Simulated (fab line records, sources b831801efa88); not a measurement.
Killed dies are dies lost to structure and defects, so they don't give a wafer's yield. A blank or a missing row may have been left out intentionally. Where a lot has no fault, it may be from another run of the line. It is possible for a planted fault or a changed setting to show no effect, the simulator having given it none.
Chamber matching :: flow sky130 :: rie-si-01 running SKY_POLY_GATE_ETCH_17: 4 sister chambers
The step etches poly-Si in HBr/Cl2, stops on SiO2, target depth 180 nm, time 70.5 s. 8 wafers are shown with their chamber, then 8 later ones without.

WAFERS, EACH WITH ITS CHAMBER
wafer: L425.4
chamber: 2
drypump-motor-current-A (A): 6.6
oes-product-au (a.u.): 0.990

wafer: L430.1
chamber: 1
drypump-motor-current-A (A): 6.4
oes-product-au (a.u.): 0.996

wafer: L432.5
chamber: 2
drypump-motor-current-A (A): 6.7
oes-product-au (a.u.): 0.998

wafer: L432.6
chamber: 3
drypump-motor-current-A (A): 5.7
oes-product-au (a.u.): 0.987

wafer: L436.1
chamber: 1
drypump-motor-current-A (A): 6.3
oes-product-au (a.u.): 0.985

wafer: L436.2
chamber: 3
drypump-motor-current-A (A): 5.7
oes-product-au (a.u.): 0.987

wafer: L436.3
chamber: 0
drypump-motor-current-A (A): 5.1
oes-product-au (a.u.): 0.982

wafer: L438.1
chamber: 0
drypump-motor-current-A (A): 5.0
oes-product-au (a.u.): 0.984

WAFERS WITHOUT THEIR CHAMBER
wafer: L438.3
drypump-motor-current-A (A): 6.7
oes-product-au (a.u.): 0.985

wafer: L438.6
drypump-motor-current-A (A): 6.6
oes-product-au (a.u.): 0.989

wafer: L440.1
drypump-motor-current-A (A): 6.6
oes-product-au (a.u.): 0.997

wafer: L440.2
drypump-motor-current-A (A): 5.7
oes-product-au (a.u.): 0.990

wafer: L440.4
drypump-motor-current-A (A): 6.3
oes-product-au (a.u.): 0.993

wafer: L442.2
drypump-motor-current-A (A): 5.0
oes-product-au (a.u.): 0.987

wafer: L442.4
drypump-motor-current-A (A): 6.4
oes-product-au (a.u.): 0.995

wafer: L442.5
drypump-motor-current-A (A): 5.7
oes-product-au (a.u.): 0.985

WHICH CHAMBER EACH WENT THROUGH
wafer: L438.3
from the rows above: 2
in truth: 2

wafer: L438.6
from the rows above: 2
in truth: 2

wafer: L440.1
from the rows above: 2
in truth: 2

wafer: L440.2
from the rows above: 3
in truth: 3

wafer: L440.4
from the rows above: 1
in truth: 1

wafer: L442.2
from the rows above: 0
in truth: 0

wafer: L442.4
from the rows above: 1
in truth: 1

wafer: L442.5
from the rows above: 3
in truth: 3
Placed correctly: 8 of 8. Left unplaced by these rows: 0. Number placed wrongly: 0.
How it was worked out, from the rows above alone: a wafer's distance from a chamber is the root of the sum, over the readings, of the square of ((its reading less the chamber's mean) divided by the reading's scatter). If the next closest chamber is less than 2 further off than the closest, the wafer can't be placed; otherwise it belongs to the closest. The mean given for a chamber averages the wafers shown for that chamber. How the scatter is found: for the shown wafers, subtract from each reading the mean of its chamber, square and add these, divide the total by (wafers less chambers), then take the root.
